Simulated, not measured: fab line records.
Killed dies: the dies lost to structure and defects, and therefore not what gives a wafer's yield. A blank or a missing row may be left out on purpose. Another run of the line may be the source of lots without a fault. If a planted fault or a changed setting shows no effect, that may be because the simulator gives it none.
8D (eight disciplines) problem report, filled in by code / flow gf180mcu / the parts of the form that need people (team, actions taken, sign-off) are left out

== 1. WHAT WENT WRONG ==
Mean of cd-nm at GF_HV_LDD_CD_MEAS_07: 416.7 nm across 3 wafers in 2 lots; on wafers with no fault it is 399.0 nm (standard deviation 2.4). Measured from the usual mean, that is +7.4 standard deviations.
The step: target cd 400 nm.
First seen on wafer L882.3, day 12 04:48, on cd-sem-01. The record holds 40 wafers of 14 lots with a number at this step. Rule for "out", or "out of limits": more than 4 standard deviations from the usual mean. Any other wafer with a number is counted as sound.

== 2. WHAT IT IS; WHAT IT IS NOT ==
question=which readings at this step | is=cd-nm | is not=-
question=which lots | is=L882, L884 | is not=L875, L876, L877, L888, L890, L891, L893, L894, L895, L896, L897, L898
question=which wafers of those lots | is=L882.3, L882.4, L884.4 | is not=L884.6
question=read on which gauges | is=cd-sem-01, cd-sem-02 | is not=-
question=when | is=from day 12 04:48 | is not=up to then (9 sound wafers); but 28 sound wafers of L884, L888, L890, L891, L893, L894, L895, L896, L897, L898 came after

== 3. WHAT RULES OUT EACH SUSPECT ==
Counting: any tool at a process step up to the reading remains a suspect provided it ran every lot that is out. Sound lots after the first of them don't rule it out here, since some wafers of a struck lot are sound.
- the gauge at GF_HV_LDD_CD_MEAS_07 is ruled out. The wafers that are out were read on 2 gauges (cd-sem-01, cd-sem-02).
- plasma-asher-03 at GF_POLY_GATE_STRIP_14 (strips in O2/N2): kept. It processed each lot that is out (first: L882, day 11 08:55); up to then, its last sound lot is L877 (day 9 15:10).
- litho-track-02 at GF_HV_LDD_DEVELOP_06 (develop time 60 s): kept. It processed each lot that is out (first: L882, day 12 04:40); up to then, its last sound lot is L877 (day 10 10:07).
The count leaves litho-track-02 at GF_HV_LDD_DEVELOP_06 and plasma-asher-03 at GF_POLY_GATE_STRIP_14.

== 4. THE CAUSE (what the simulator had put in) ==
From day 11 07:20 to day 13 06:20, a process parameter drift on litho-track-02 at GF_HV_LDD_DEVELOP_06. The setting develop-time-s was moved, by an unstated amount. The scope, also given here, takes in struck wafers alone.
2 suspects survive the count, and this tool is in that group.

== 5. THE CHAIN OF EFFECTS, in route order ==
One row per reading whose mean, taken over the struck wafers that have a number, lies over 3 standard deviations from the usual. Scope: only readings with a usual standard deviation given in the record; hours: median across lots of the time from each lot's start at the first step in this table that gives one to its start at this step; sigmas: change in usual standard deviations.
hours=0; step=GF_HV_LDD_CD_MEAS_07; reading=cd-nm; usual=399.0 nm; on struck wafers=416.7; change=+17.7; sigmas=+7.4

== 6. HOW IT WOULD HAVE BEEN CAUGHT EARLIER ==
Counted from the fault's start at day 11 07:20, it took 21 hours until the first out-of-limits reading at a measuring or inspecting step in this record, taken at day 12 04:48.
No tool reading at GF_HV_LDD_DEVELOP_06 that has a usual standard deviation in the record was out on any struck wafer, so an alarm limit of 4 standard deviations on those readings would not have fired.
L884, from the lots that are out (2), started GF_HV_LDD_DEVELOP_06 on litho-track-02 later than day 12 04:48. A tool hold placed at that time would have kept it from harm.
